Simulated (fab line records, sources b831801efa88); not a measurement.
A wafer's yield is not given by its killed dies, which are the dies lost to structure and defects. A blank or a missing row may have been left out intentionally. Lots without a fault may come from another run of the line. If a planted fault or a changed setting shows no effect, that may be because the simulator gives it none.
Struck lot and sound lot, side by side ; flow gf180mcu ; 14 out of 602 route steps
Sound: wafers L695.3, L695.4, L695.5. Struck: wafers L705.2, L705.4, L705.5. At the end, the cause is stated.
Per side, at each step with rows, come the tool, then ch with its chambers, and then its first start. Under that, the readings that differ: sound wafers ; struck wafers ; difference of the means ; sigmas: that difference in standard deviations of wafers without a fault.
alike: a reading whose means differ by less than 2 such deviations, as well as words and numbers matching on both sides. not compared: withheld readings; readings where some wafer has no value; bounds like >300 that might hide an equal value; numbers whose values overlap and for which the record gives no deviation.
The two part at a step that has a row with sigmas, a row that says differs or no value, or rows on one side only. Non-overlapping numbers with no deviation appear without sigmas and do not part them. A reading missing from all wafers of one side parts the sides only when that side holds two or more wafers.

first, 1 step without rows for these wafers: GF_V4_CVD_00 (deposits SiO2, target thk 600 nm, time 100 s).
GF_V4_THK_MEAS_01:
  sound on filmMetro-03, day 24 17:36; struck on filmMetro-04, day 27 12:29
  alike: V4_CVD_00_THK
GF_V4_CVD_02: deposits SiO2 from TEOS, target thk 850 nm, time 94.851 s.
  sound on pecvd-02 ch 0,1, day 24 17:38; struck on pecvd-02 ch 1,2, day 27 12:32
  alike: heaterPowerW, susceptorTempC
GF_V4_THK_MEAS_03:
  sound on filmMetro-04, day 24 17:44; struck on filmMetro-04, day 27 12:37
  alike: V4_CVD_02_THK
GF_V4_CMP_04: polishes SiO2.
  sound on cmp-01 ch 1,2, day 24 17:46; struck on cmp-02 ch 0,1,3, day 27 12:43
reading;sound;struck;difference;sigmas
timeToEndpointS (s);97 95 90;77 88 84;-11;-2
  alike: motorCurrentA
GF_V4_BOW_MEAS_05:
  sound on filmMetro-04, day 24 18:07; struck on filmMetro-04, day 27 13:02
  alike: V4_BOW
then, 6 steps without rows for these wafers: GF_V4_DEHYDRATE_06 (time 60 s); GF_V4_HMDS_07 (prime time 60 s); GF_V4_COAT_08; GF_V4_COAT_09 (resist thk 1000 nm); GF_V4_SOFTBAKE_10 (time 60 s); GF_V4_EXPOSE_11 (exposes mask Via4, target cd 260 nm).
GF_V4_PEB_12: peb time 90 s.
  sound on lithoTrack-03 ch 0, day 25 15:31; struck on lithoTrack-03, day 28 08:14
  no value came back on the struck wafers for chillPlateTempC (C), exhaustPa (Pa), heaterPowerTotalW (W); on the sound wafers chillPlateTempC (C) reads 22.79 22.86 22.97
then, 1 step without rows for these wafers: GF_V4_DEVELOP_13 (develop time 60 s).

== WHERE THEY PART ==
Last at GF_V4_PEB_12 as far as this record goes, first at GF_V4_CMP_04.

WHY: whatever the simulator had introduced
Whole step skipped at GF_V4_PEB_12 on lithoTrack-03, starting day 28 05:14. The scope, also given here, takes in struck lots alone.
